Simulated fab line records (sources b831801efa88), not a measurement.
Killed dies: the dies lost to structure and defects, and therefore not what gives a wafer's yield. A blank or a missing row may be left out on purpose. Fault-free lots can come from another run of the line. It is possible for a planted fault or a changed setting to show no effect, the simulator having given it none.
Lot-split experiment | flow sky130 | 5 lots, 23 wafers read, on a route of 708 steps

== THE SPLIT ITSELF ==
At SKY_FIELD_ISO_OXIDATION_22 (stabilise 600 s, purge 300 s, target thk 10 nm), the setting ox time s was moved away from the recipe's 623 s on 15 of the 23 wafers read, by -9.2% to +11.6%. This setting was run at the recipe's value on the other wafers.

The file shows no step between the split and the reading.

== THE READING ==
FIELD_ISO_OXIDATION_01_THK, in nm, at SKY_FIELD_ISO_THK_MEAS_23. On this fab line, fault-free wafers typically give 10.08 nm with a standard deviation of 0.21 nm.

wafer  | tool, chamber at the split | ox time s as run, s | against the recipe | FIELD_ISO_OXIDATION_01_THK, nm | against lot-mates on the recipe
L076.2 | -, -                       | 695.5               | +11.6%             | 10.73                          | no lot-mate on the recipe
L076.3 | -, -                       | 695.5               | +11.6%             | 11.08                          | no lot-mate on the recipe
L076.4 | -, -                       | 695.5               | +11.6%             | 10.82                          | no lot-mate on the recipe
L076.5 | -, -                       | 695.5               | +11.6%             | 10.82                          | no lot-mate on the recipe
L076.6 | -, -                       | 695.5               | +11.6%             | 11.07                          | no lot-mate on the recipe
L080.1 | -, -                       | 623                 | recipe             | 9.88                           | -
L080.3 | -, -                       | 623                 | recipe             | 9.90                           | -
L080.4 | -, -                       | 623                 | recipe             | 9.82                           | -
L080.5 | -, -                       | 623                 | recipe             | 9.77                           | -
L080.6 | -, -                       | 623                 | recipe             | 9.95                           | -
L081.1 | -, -                       | 667.3               | +7.1%              | 10.48                          | no lot-mate on the recipe
L081.2 | -, -                       | 667.3               | +7.1%              | 10.30                          | no lot-mate on the recipe
L081.3 | -, -                       | 667.3               | +7.1%              | 10.42                          | no lot-mate on the recipe
L081.4 | -, -                       | 667.3               | +7.1%              | 10.50                          | no lot-mate on the recipe
L081.6 | -, -                       | 667.3               | +7.1%              | 10.41                          | no lot-mate on the recipe
L082.1 | -, -                       | 565.7               | -9.2%              | 9.45                           | no lot-mate on the recipe
L082.2 | -, -                       | 565.7               | -9.2%              | 9.44                           | no lot-mate on the recipe
L082.4 | -, -                       | 565.7               | -9.2%              | 9.32                           | no lot-mate on the recipe
L082.5 | -, -                       | 565.7               | -9.2%              | 9.33                           | no lot-mate on the recipe
L082.6 | -, -                       | 565.7               | -9.2%              | 9.43                           | no lot-mate on the recipe
L084.3 | furnace-01, 0              | 623                 | recipe             | 9.62                           | -
L084.5 | furnace-01, 0              | 623                 | recipe             | 9.84                           | -
L084.6 | furnace-01, 0              | 623                 | recipe             | 9.77                           | -

THE FIT
A straight line over all 23 wafers: FIELD_ISO_OXIDATION_01_THK changes by +0.0726 nm for each +1% of ox time s; r = +0.97; the points scatter about the line by 0.15 nm.
Too few moved wafers with a lot-mate on the recipe to fit a line net of each lot's own level.

== THE WHOLE CHAIN: every reading that the file lists as answering this split, in the file's order ==
step                       | what it does                                   | reading                                                                                | change (the file's fit)                | r (the file's)
SKY_FIELD_ISO_OXIDATION_22 | stabilise 600 s, purge 300 s, target thk 10 nm | SiO2_of_FIELD_ISO_OXIDATION_22.thk nm (the simulator's own value, which no gauge read) | +0.0722 nm for each +1% of the setting | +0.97
SKY_FIELD_ISO_THK_MEAS_23  |                                                | FIELD_ISO_OXIDATION_01_THK                                                             | +0.0725 for each +1% of the setting    | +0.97

== THE FILE'S OWN FIT ==
FIELD_ISO_OXIDATION_01_THK changes by +0.0725 nm for each +1% of ox time s, r = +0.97.
